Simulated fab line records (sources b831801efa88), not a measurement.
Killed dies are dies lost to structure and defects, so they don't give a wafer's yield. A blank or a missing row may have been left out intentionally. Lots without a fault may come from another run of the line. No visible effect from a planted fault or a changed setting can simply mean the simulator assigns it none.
The same fault as seen by 2 desks :: flow gf180mcu :: what lay behind the numbers comes last; until then each desk has only its own

THE METROLOGY DESK
What the gauges read, lot by lot, whatever tool the lot ran on: means of the sampled wafers that have a number. Marked OUT: a lot whose mean sits more than 4 standard deviations from the usual mean, which makes it out of limits; the brackets give that distance.
Columns: A = cd nm at GF_POLY_GATE_CD_MEAS_18, usual 280.0 nm; B = NSD_OVL at GF_NSD_OVL_MEAS_08, usual 0.0 nm
lot: L482
first seen here: day 9 03:26
A: 278.4
B: 0.9

lot: L491
first seen here: day 12 00:52
A: 279.6
B: 1.0

lot: L492
first seen here: day 12 11:23
A: 278.8
B: -0.2

lot: L493
first seen here: day 12 13:23
A: 281.4
B: -3.0

lot: L494
first seen here: day 12 20:19
A: 278.9
B: -0.4

lot: L495
first seen here: day 13 08:45
A: 281.7
B: 0.2

lot: L496
first seen here: day 13 16:28
A: 278.9
B: 0.7

lot: L498
first seen here: day 14 02:15
A: 279.4
B: -1.1

lot: L500
first seen here: day 14 14:25
A: 281.2
B: 0.8

lot: L501
first seen here: day 14 22:32
A: 280.2
B: -0.7

lot: L502
first seen here: day 15 03:55
A: 279.3
B: 1.7

lot: L503
first seen here: day 15 14:24
A: 278.3
B: -0.5

lot: L504
first seen here: day 16 00:08
A: 279.4
B: -0.1

lot: L505
first seen here: day 16 03:57
A: 280.5
B: 1.1
Finding of this desk: none of the 14 lots has anything out of limits.

DESK OF THE TOOL OWNER: implanter-03
The tool's own readings at GF_HV_LDD_IMPLANT_48, given as means over the sampled wafers that have a number, one for each lot that went through this tool. Marked OUT: a lot whose mean sits more than 4 standard deviations from the usual mean, which makes it out of limits; the brackets give that distance.
Columns: A = dose ions cm2 at GF_HV_LDD_IMPLANT_48, usual 3e+13; B = faraday current uA at GF_HV_LDD_IMPLANT_48, usual 169
lot: L482
first seen here: day 12 05:37
A: 3e+13
B: 172

lot: L491
first seen here: day 15 11:58
A: 3e+13 (+99 or more) OUT
B: 192 (+6.3) OUT

lot: L492
first seen here: day 15 23:49
A: 3e+13 (+99 or more) OUT
B: 193 (+6.6) OUT

lot: L493
first seen here: day 16 01:53
A: 3e+13 (+99 or more) OUT
B: 192 (+6.1) OUT

lot: L501
first seen here: day 18 18:46
A: 3e+13
B: 169
This desk's verdict: out of limits on L491, L492, L493, starting with L491 at day 15 11:58 (dose ions cm2 at GF_HV_LDD_IMPLANT_48). L482, L501: within limits.

PUT TOGETHER
On L491, L492, L493, at day 15 11:58, an alarm was possible from the tool owner's desk.
Metrology desk: nothing out of limits seen.
The metrology desk holds a record of L491, L492, L493, inside its limits.
Of the lots named, all ran GF_HV_LDD_IMPLANT_48 on implanter-03.

WHAT THE SIMULATOR HAD INSERTED
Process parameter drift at GF_HV_LDD_IMPLANT_48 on implanter-03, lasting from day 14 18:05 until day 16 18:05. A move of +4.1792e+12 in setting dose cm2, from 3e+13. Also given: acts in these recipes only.
Lots struck among those shown: L491, L492, L493.
Delay in hours, fault start to first out-of-limits reading, by desk: the tool owner's desk at 18.
